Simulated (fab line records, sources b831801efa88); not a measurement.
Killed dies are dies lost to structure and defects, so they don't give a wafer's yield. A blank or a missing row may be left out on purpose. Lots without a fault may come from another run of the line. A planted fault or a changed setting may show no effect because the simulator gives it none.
A struck lot beside a sound one | flow sky130 | 18 steps out of a route of 708
Sound: wafers L598.1, L598.3, L598.4. Struck: wafers L590.3, L590.5. (L590.2 of the same lot was not struck and is left out.) The cause comes at the end.
At each step with rows: each side's tool, then ch and its chambers, then its first start. Under that, the readings that differ: sound wafers | struck wafers | difference of the means | sigmas: that difference in standard deviations of wafers without a fault.
alike: readings whose means differ by less than 2 such deviations, and words and numbers that are the same on both sides. not compared: withheld readings, readings that some wafer has no value for, bounds like >300 that may hide the same value, and numbers for which the record gives no deviation and whose values overlap.
The two part at a step that has a row with sigmas, a row that says differs or no value, or rows on one side only. Numbers that don't overlap but have no deviation are shown without sigmas and don't part them. A reading that every wafer of one side lacks parts them only if that side has two wafers or more.

first, 1 step without rows for these wafers: SKY_SD_P_DEVELOP_06 (develop time 60 s).
SKY_SD_P_CD_MEAS_07: target cd 380 nm.
  sound on cd_sem-02, day 32 05:25; struck on cd_sem-01, day 29 17:11
  alike: cd_nm
SKY_SD_P_OVL_MEAS_08:
  sound on overlay-01, day 32 05:32; struck on overlay-02, day 29 17:17
  alike: SD_P_OVL
then, 1 step without rows for these wafers: SKY_SD_P_IMPLANT_09.
SKY_SD_P_STRIP_10: strips in O2/N2.
  sound on plasma_asher-04 ch 0,1, day 32 05:43; struck on plasma_asher-01 ch 0,1, day 29 17:28
  alike: drypump_motor_current_A, n2_flow_sccm, oes_product_au, strip_time_to_endpoint_s
  not compared: rf_hours_counter_h
SKY_SD_P_TW_MEAS_11:
  sound on film_metro-04, day 32 05:49; struck on film_metro-04, day 29 17:35
  alike: SD_P_TW
then, 6 steps without rows for these wafers: SKY_RES_XHIGH_DEHYDRATE_00 (time 60 s); SKY_RES_XHIGH_HMDS_01 (prime time 60 s); SKY_RES_XHIGH_COAT_02 (resist thk 1140 nm); SKY_RES_XHIGH_SOFTBAKE_03 (time 60 s); SKY_RES_XHIGH_EXPOSE_04 (exposes mask URPM, target cd 1270 nm); SKY_RES_XHIGH_PEB_05.
SKY_RES_XHIGH_DEVELOP_06: develop time 60 s.
  sound on litho_track-02 ch 0, day 33 08:26; struck on litho_track-02 ch 0, day 30 21:21
then, 1 step without rows for these wafers: SKY_RES_XHIGH_IMPLANT_07.
SKY_RES_XHIGH_STRIP_08: strips in O2/N2.
  sound on plasma_asher-01 ch 0,1, day 33 08:44; struck on plasma_asher-03 ch 0, day 30 21:38
  alike: drypump_motor_current_A, n2_flow_sccm, oes_product_au, strip_time_to_endpoint_s
  not compared: rf_hours_counter_h
SKY_RES_XHIGH_TW_MEAS_09:
  sound on film_metro-03, day 33 08:50; struck on film_metro-04, day 30 21:44
  reading      | sound          | struck | difference | sigmas
  RES_XHIGH_TW | 1653 1645 1648 | 29 30  | -1619      | -99 or more
then, 1 step without rows for these wafers: SKY_SD_N_DEHYDRATE_00 (time 60 s).
-- the record jumps here: 18 days lie between the struck wafers' starts before and after (it left off in module SD_N and takes up again in module PAD_OPEN, whose first step shown is number 708 of the route) --
SKY_PAD_OPEN_PROBE_99:
  sound on prober-01, day 50 09:19; struck on prober-01, day 48 18:37
  reading                       | sound    | struck  | difference | sigmas
  killed_at_other               | 0 0 0    | 409 411 | +410       | +99 or more
  killed_dies                   | 81 84 83 | 492 492 | +409       | +41
  killed_on_rim                 | 24 12 16 | 96 96   | +79        | +21
  model.etest.res_xhigh_po.open | 0 0 0    | 1 1     | +1         |
  alike: killed_at_M0_to_M3, killed_at_M4_up, killed_at_contacts, killed_at_front_end, killed_open, killed_short

WHERE THEY PART
First at SKY_RES_XHIGH_TW_MEAS_09; last, within this record, at SKY_PAD_OPEN_PROBE_99.

WHY: what the simulator had put in
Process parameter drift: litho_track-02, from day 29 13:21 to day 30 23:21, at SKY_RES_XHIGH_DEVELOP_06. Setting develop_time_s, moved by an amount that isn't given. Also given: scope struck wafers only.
